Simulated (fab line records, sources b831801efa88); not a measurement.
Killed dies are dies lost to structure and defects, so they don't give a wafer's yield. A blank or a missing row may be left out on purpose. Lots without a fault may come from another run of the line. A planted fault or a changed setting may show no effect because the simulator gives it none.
A struck lot beside a sound one | flow sky130 | 15 steps out of a route of 708
Sound: wafers L301.3, L301.5, L301.6. Struck: wafers L303.1, L303.2, L303.3. The cause comes at the end.
At each step with rows: each side's tool, then ch and its chambers, then its first start. Under that, the readings that differ: sound wafers | struck wafers | difference of the means | sigmas: that difference in standard deviations of wafers without a fault.
alike: readings whose means differ by less than 2 such deviations, and words and numbers that are the same on both sides. not compared: withheld readings, readings that some wafer has no value for, bounds like >300 that may hide the same value, and numbers for which the record gives no deviation and whose values overlap.
The two part at a step that has a row with sigmas, a row that says differs or no value, or rows on one side only. Numbers that don't overlap but have no deviation are shown without sigmas and don't part them. A reading that every wafer of one side lacks parts them only if that side has two wafers or more.

SKY_METAL1_STRIP_20: strips in O2/N2.
  sound on plasma_asher-04 ch 0,1, day 35 11:04; struck on plasma_asher-01 ch 0,1, day 37 08:02
  alike: drypump_motor_current_A, oes_product_au, strip_time_to_endpoint_s
  not compared: rf_hours_counter_h
then, 4 steps without rows for these wafers: SKY_METAL1_STRIP_21 (strips in post etch residue remover, time 1200 s); SKY_METAL1_CLEAN_22 (cleans in IPA, time 180 s); SKY_METAL1_CLEAN_23 (cleans in O3/DIW); SKY_VIA1_HDPCVD_00 (deposits SiO2, target thk 1030 nm, time 171.7 s).
SKY_VIA1_THK_MEAS_01:
  sound on film_metro-04, day 35 11:46; struck on film_metro-04, day 37 08:46
  alike: VIA1_HDPCVD_THK
SKY_VIA1_CMP_02: polishes SiO2.
  sound on cmp-01 ch 1,2,3, day 35 11:54; struck on cmp-02 ch 0,1,3, day 37 08:49
  alike: motor_current_A, slurry_flow_ml_min
SKY_VIA1_BOW_MEAS_03:
  sound on film_metro-03, day 35 12:08; struck on film_metro-03, day 37 09:07
  alike: VIA1_BOW
then, 4 steps without rows for these wafers: SKY_VIA1_DEHYDRATE_04 (time 60 s); SKY_VIA1_HMDS_05 (prime time 60 s); SKY_VIA1_COAT_06 (resist thk 60 nm); SKY_VIA1_COAT_07 (resist thk 450 nm).
SKY_VIA1_SOFTBAKE_08: time 90 s.
  sound on litho_track-01 ch 0, day 36 01:00; struck on litho_track-01 ch 0, day 37 21:00
  reading                  | sound              | struck            | difference | sigmas
  heater_power_total_W (W) | 57.19 57.42 57.25  | 56.74 56.72 56.68 | -0.57      | -5
  plate_temp_C (C)         | 99.99 99.85 100.04 | 98.98 98.90 99.12 | -0.96      | -8
then, 1 step without rows for these wafers: SKY_VIA1_EXPOSE_09 (exposes mask VIM, target cd 150 nm).
-- the record jumps here: 11 days lie between the struck wafers' starts before and after (it left off in module VIA1 and takes up again in module PAD_OPEN, whose first step shown is number 708 of the route) --
SKY_PAD_OPEN_PROBE_99:
  sound on prober-01, day 47 18:52; struck on prober-02, day 49 06:37
  reading            | sound    | struck   | difference | sigmas
  killed_at_contacts | 32 28 27 | 17 20 17 | -11        | -2
  alike: defect_limited_yield, killed_at_M0_to_M3, killed_at_M4_up, killed_at_front_end, killed_at_other, killed_dies, killed_open, killed_short, sort_bin_3_pad_short, sort_bin_5_function, sort_bin_6_memory, sort_n_pass, sort_yield_pct

WHERE THEY PART
First at SKY_VIA1_SOFTBAKE_08; last, within this record, at SKY_PAD_OPEN_PROBE_99.

WHY: what the simulator had put in
Process parameter drift: litho_track-01, from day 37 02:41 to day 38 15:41, at SKY_VIA1_SOFTBAKE_08. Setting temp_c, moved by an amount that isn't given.
